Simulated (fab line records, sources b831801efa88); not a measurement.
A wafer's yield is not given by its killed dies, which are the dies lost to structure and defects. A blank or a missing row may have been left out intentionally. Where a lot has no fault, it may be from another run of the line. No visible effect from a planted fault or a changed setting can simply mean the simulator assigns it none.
Matching of chambers -- flow sky130 -- 4 sister chambers for SKY_VIA4_CMP_21 on cmp-01
The step polishes, stops on SiO2, t overpolish 25 s, target thk 0 nm. 14 wafers are shown with their chamber, then 7 later ones without.

## EACH WAFER AND ITS CHAMBER
wafer,chamber,motor-current-A (A),overpolish-run-s (s),time-to-endpoint-s (s)
L787.1,1,10.5,25.001,122
L787.2,0,12.4,25.016,126
L787.3,3,9.5,25.002,120
L791.2,0,12.9,25.006,128
L791.4,2,9.9,24.988,126
L791.5,2,9.8,25.000,127
L793.3,2,9.6,25.006,125
L793.5,1,10.0,24.994,131
L793.6,2,9.9,24.999,121
L794.1,1,10.2,24.983,122
L794.3,3,9.7,25.000,122
L794.6,2,9.8,25.010,125
L804.3,2,10.2,24.995,120
L804.5,3,10.1,25.004,116

SIGNATURES, as means of the wafers listed above
reading,chamber 0,chamber 1,chamber 2,chamber 3,scatter within a chamber
motor-current-A,12.650,10.233,9.867,9.767,0.251
overpolish-run-s,25.01100,24.99267,24.99967,25.00200,0.00727
time-to-endpoint-s,127.00,125.00,124.00,119.33,3.39
Rule: a wafer's distance from a chamber is the root of the sum, over the readings, of the square of ((its reading less the chamber's mean) divided by the reading's scatter). If the next closest chamber is less than 2 further off than the closest, the wafer can't be placed; otherwise it belongs to the closest. The scatter is the square root of a quotient: the sum, over the shown wafers, of each reading's squared deviation from its chamber's mean, divided by wafers minus chambers.

## WAFERS MISSING THEIR CHAMBER
wafer,motor-current-A (A),overpolish-run-s (s),time-to-endpoint-s (s)
L804.6,10.1,24.995,126
L806.1,10.0,24.996,126
L806.2,10.2,24.993,118
L806.3,13.3,24.989,117
L809.1,9.5,24.985,125
L809.3,10.0,25.006,126
L809.4,10.6,24.997,133

## WHICH CHAMBER EACH WENT THROUGH
wafer,from the rows above,in truth
L804.6,can't be placed: 1 or 2 or 3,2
L806.1,can't be placed: 2 or 1 or 3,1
L806.2,can't be placed: 1 or 3 or 2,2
L806.3,0,0
L809.1,can't be placed: 2 or 3 or 1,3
L809.3,can't be placed: 2 or 1 or 3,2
L809.4,can't be placed: 1 or 2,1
Correct placement for 1 of the 7. Can't be placed from these rows: 6 (the true chamber is among the candidates in 6). 0 placed wrongly.
